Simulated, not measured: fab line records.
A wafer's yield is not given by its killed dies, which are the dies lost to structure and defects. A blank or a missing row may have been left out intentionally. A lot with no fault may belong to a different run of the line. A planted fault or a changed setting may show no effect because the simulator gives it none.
A struck lot beside a sound one | flow gf180mcu | 15 out of 602 route steps
Sound: wafers L613.1, L613.2, L613.6. Wafers struck: L619.1, L619.2, L619.6. The cause comes at the end.
For every step that has rows: the tool of each side, followed by ch and its chambers, followed by its first start. Under that, the readings that differ: sound wafers | struck wafers | difference of the means | sigmas: that difference in standard deviations of wafers without a fault.
alike: readings with means less than 2 such deviations apart, plus words and numbers identical on both sides. not compared: withheld readings, readings lacking a value on some wafer, bounds such as >300 that could conceal the same value, and numbers that have no deviation in the record and whose values overlap.
The two part at a step that has a row with sigmas, a row that says differs or no value, or rows on one side only. Non-overlapping numbers with no deviation appear without sigmas and do not part them. A reading missing from all wafers of one side parts the sides only when that side holds two or more wafers.

first, 1 step without rows for these wafers: GF_HV_LDD_DEVELOP_18 (develop time 60 s).
GF_HV_LDD_CD_MEAS_19: the cd target is 400 nm.
  sound on cdSem-01, day 11 05:11; struck on cdSem-01, day 12 22:56
reading   | sound             | struck            | difference | sigmas
cdNm (nm) | 397.9 396.9 399.1 | 404.2 402.4 402.6 | +5.1       | +2
GF_HV_LDD_OVL_MEAS_20:
  sound on overlay-01, day 11 05:18; struck on overlay-02, day 12 23:03
  alike: HV_LDD_01_OVL
next, for these wafers, 1 step has no rows: GF_HV_LDD_IMPLANT_21.
GF_HV_LDD_STRIP_22: strips in O2/N2.
  sound on plasmaAsher-01 ch 0,1, day 11 05:29; struck on plasmaAsher-01 ch 0,1, day 12 23:14
  alike: drypumpMotorCurrentA, heaterPowerW, oesProductAu, platenTempC, stripTimeToEndpointS
  not compared: rfHoursCounterH
GF_HV_LDD_TW_MEAS_23:
  sound on filmMetro-02, day 11 05:35; struck on filmMetro-04, day 12 23:20
  alike: HV_LDD_2_TW
then, 6 steps without rows for these wafers: GF_HV_LDD_DEHYDRATE_24 (time 60 s); GF_HV_LDD_HMDS_25 (prime time 60 s); GF_HV_LDD_COAT_26 (resist thk 1000 nm); GF_HV_LDD_SOFTBAKE_27 (time 60 s); GF_HV_LDD_EXPOSE_28 (exposes mask Nplus HV AREA, target cd 400 nm); GF_HV_LDD_PEB_29.
GF_HV_LDD_DEVELOP_30: develop time 60 s.
  sound on lithoTrack-01 ch 0, day 12 00:10; struck on lithoTrack-02 ch 0, day 13 20:05
reading            | sound             | struck            | difference | sigmas
developerTempC (C) | 22.90 22.87 22.79 | 23.80 23.98 24.03 | +1.08      | +11
GF_HV_LDD_CD_MEAS_31: the cd target is 400 nm.
  sound on cdSem-02, day 12 00:19; struck on cdSem-01, day 13 20:14
  alike: cdNm
-- record jumps: 17 days separate the struck wafers' starts on either side; left off in module HV_LDD, taken up again in module PASSIVATION, whose first shown step is the route's number 602 --
GF_PASSIVATION_PROBE_99:
  only the struck wafers here have rows in the record (prober-02, day 31 03:55); the sound ones have none

== WHERE THEY PART ==
First at GF_HV_LDD_CD_MEAS_19; last, within this record, at GF_PASSIVATION_PROBE_99.

WHY: what the simulator had put in
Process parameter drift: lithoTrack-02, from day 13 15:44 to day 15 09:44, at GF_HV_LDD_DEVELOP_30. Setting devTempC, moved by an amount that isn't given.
